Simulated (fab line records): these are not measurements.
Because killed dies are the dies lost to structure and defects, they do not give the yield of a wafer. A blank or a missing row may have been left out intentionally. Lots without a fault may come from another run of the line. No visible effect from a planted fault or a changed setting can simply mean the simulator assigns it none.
8D (eight disciplines) problem report, filled in by code | flow gf180mcu | the parts of the form that need people (team, actions taken, sign-off) are left out

## 1. WHAT IS WRONG
Mean of heaterPowerTotalW at GF_M5_PEB_05: 88.28 W across 2 wafers in 2 lots; on wafers with no fault it is 85.71 W (standard deviation 0.078). That puts it +33 standard deviations away from the usual mean.
The step: peb time 90 s.
First observed at day 29 19:52: wafer L982.1, on lithoTrack-03. The record holds 18 wafers of 6 lots with a number at this step. The rule behind "out" and "out of limits": a value lying over 4 standard deviations away from the usual mean. The other wafers with a number count as sound.

## 2. WHAT IT IS, WHAT IT ISN'T
question                    | is                | is not
which readings at this step | heaterPowerTotalW | exhaustPa, resistLineTempC
which lots                  | L982, L983        | L977, L985, L993, L995
which wafers of those lots  | L982.1, L983.4    | L982.2, L982.6, L983.3, L983.5
read on which tools         | lithoTrack-03     | lithoTrack-02, lithoTrack-04
when                        | from day 29 19:52 | up to then (5 sound wafers); but 11 sound wafers of L983, L985, L993, L995 came after

## 3. WHAT RULES OUT EACH SUSPECT
Counting: any tool at a process step up to the reading remains a suspect provided it ran every lot that is out. Sound lots after the first of them don't rule it out here, since some wafers of a struck lot are sound.
- plasmaAsher-02 at GF_MIM_STRIP_20 (strips in O2/N2): kept. It ran every lot that is out, first L982 (day 29 01:02).
- lithoTrack-03 at GF_M5_PEB_05 (peb time 90 s): kept. It ran every lot that is out, first L982 (day 29 19:52). On those wafers its own readings are out: heaterPowerTotalW.
- Within plasmaAsher-02 at GF_MIM_STRIP_20, the wafers that are out were processed in chamber 0 and their sound lot-mates in chamber 1.
What counting leaves: plasmaAsher-02 at GF_MIM_STRIP_20 and lithoTrack-03 at GF_M5_PEB_05.

## 4. THE CAUSE (what the simulator had put in)
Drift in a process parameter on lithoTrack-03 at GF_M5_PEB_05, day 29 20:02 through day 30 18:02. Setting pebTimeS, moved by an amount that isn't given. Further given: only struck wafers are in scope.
After counting, 2 suspects remain, this tool included.

## 5. THE EFFECT CHAIN, in route order
Each row: a reading whose mean over the struck wafers that have a number lies more than 3 standard deviations from the usual. Only readings for which the record gives a usual standard deviation are gone through. hours: the time from each lot's start at the first step in this table that gives one to its start at this step, as a median over the lots. sigmas: the change in usual standard deviations.
hours | step         | reading           | usual   | on struck wafers | change | sigmas
0     | GF_M5_PEB_05 | heaterPowerTotalW | 85.71 W | 88.28            | +2.58  | +33
Process steps it contains:
- GF_M5_PEB_05: peb time 90 s.
Later measuring or inspecting steps at which every struck wafer that the step has a row for has a number for every such reading, and none has moved that far: GF_M5_CD_MEAS_07, GF_M5_OVL_MEAS_08.

## 6. WHAT WOULD HAVE CAUGHT IT SOONER
In this record the first reading out of limits was taken at day 29 19:52.
